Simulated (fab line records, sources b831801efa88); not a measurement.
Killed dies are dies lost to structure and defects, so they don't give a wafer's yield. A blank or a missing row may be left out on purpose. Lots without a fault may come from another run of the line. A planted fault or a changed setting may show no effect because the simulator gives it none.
One fault seen from 2 desks | flow sky130 | each desk has only its own numbers; what lay behind them comes last

THE METROLOGY DESK
What the gauges read, lot by lot, whatever tool the lot ran on: means of the sampled wafers that have a number. A lot is out of limits, marked OUT, if its mean lies more than 4 standard deviations from the usual mean; the brackets give that distance.
Columns: A = LI_CONTACT_W_THK at SKY_LI_CONTACT_THK_MEAS_23, usual 396 nm; B = LOCAL_INTERCONNECT_TIN_THK at SKY_LOCAL_INTERCONNECT_THK_MEAS_02, usual 101.1 nm; C = CONTACT_HDPCVD_THK at SKY_CONTACT_THK_MEAS_03, usual 564 nm
lot  | first seen here | A   | B     | C
L100 | day 30 01:07    | 400 | 102.8 | 559
L104 | day 31 04:01    | 398 | 101.8 | 563
L107 | day 31 19:29    | 391 | 99.6  | 558
L108 | day 32 09:30    | 395 | 100.8 | 565
L111 | day 33 05:56    | 394 | 102.3 | 545
L112 | day 33 12:02    | 400 | 101.8 | 539 (-4.6) OUT
L113 | day 34 01:40    | 395 | 101.5 | 561
L116 | day 34 12:53    | 397 | 102.1 | 569
L121 | day 36 02:07    | 398 | 99.7  | 563
L122 | day 36 11:53    | 393 | 100.9 | 566
L123 | day 36 19:07    | 408 | 101.1 | 566
This desk's finding: out of limits on L112; first on L112, day 34 15:48 (CONTACT_HDPCVD_THK at SKY_CONTACT_THK_MEAS_03). In limits: L100, L104, L107, L108, L111, L113, L116, L121, L122, L123.

THE TOOL OWNER'S DESK: hdpcvd-01
The tool's own readings at SKY_CONTACT_HDPCVD_02 (deposits SiO2, target thk 565 nm, time 94.2 s): means of the sampled wafers that have a number, for each lot that ran on this tool. A lot is out of limits, marked OUT, if its mean lies more than 4 standard deviations from the usual mean; the brackets give that distance.
Columns: A = pressure_mtorr at SKY_CONTACT_HDPCVD_02, usual 6.000 mTorr; B = run_length_s at SKY_CONTACT_HDPCVD_02, usual 121.7 s
lot  | first seen here | A     | B
L100 | day 31 06:50    | 5.999 | 122.0
L104 | day 32 08:35    | 6.003 | 121.7
L107 | day 33 01:20    | 6.012 | 121.7
L108 | day 33 14:03    | 5.994 | 121.8
L111 | day 34 10:31    | 6.001 | 119.7 (-4.4) OUT
L112 | day 34 15:43    | 5.996 | 118.1 (-8.1) OUT
L113 | day 35 05:10    | 6.003 | 119.7 (-4.4) OUT
L122 | day 37 14:42    | 5.997 | 121.5
L123 | day 37 22:13    | 6.009 | 121.7
This desk's finding: out of limits on L111, L112, L113; first on L111, day 34 10:31 (run_length_s at SKY_CONTACT_HDPCVD_02). In limits: L100, L104, L107, L108, L122, L123.

PUT TOGETHER
The tool owner's desk could have raised an alarm at day 34 10:31, on L111, L112, L113.
The metrology desk could have raised an alarm at day 34 15:48, on L112.
The metrology desk has L111, L113 on record, within its limits.
Of the lots named, all ran SKY_CONTACT_HDPCVD_02 on hdpcvd-01.

WHAT THE SIMULATOR HAD PUT IN
Process parameter drift: hdpcvd-01, from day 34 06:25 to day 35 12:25, at SKY_CONTACT_HDPCVD_02. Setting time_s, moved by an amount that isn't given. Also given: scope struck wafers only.
Lots struck among those shown: L111, L112, L113.
Hours from the fault's start to each desk's first reading out of limits: the tool owner's desk, 4; the metrology desk, 9.
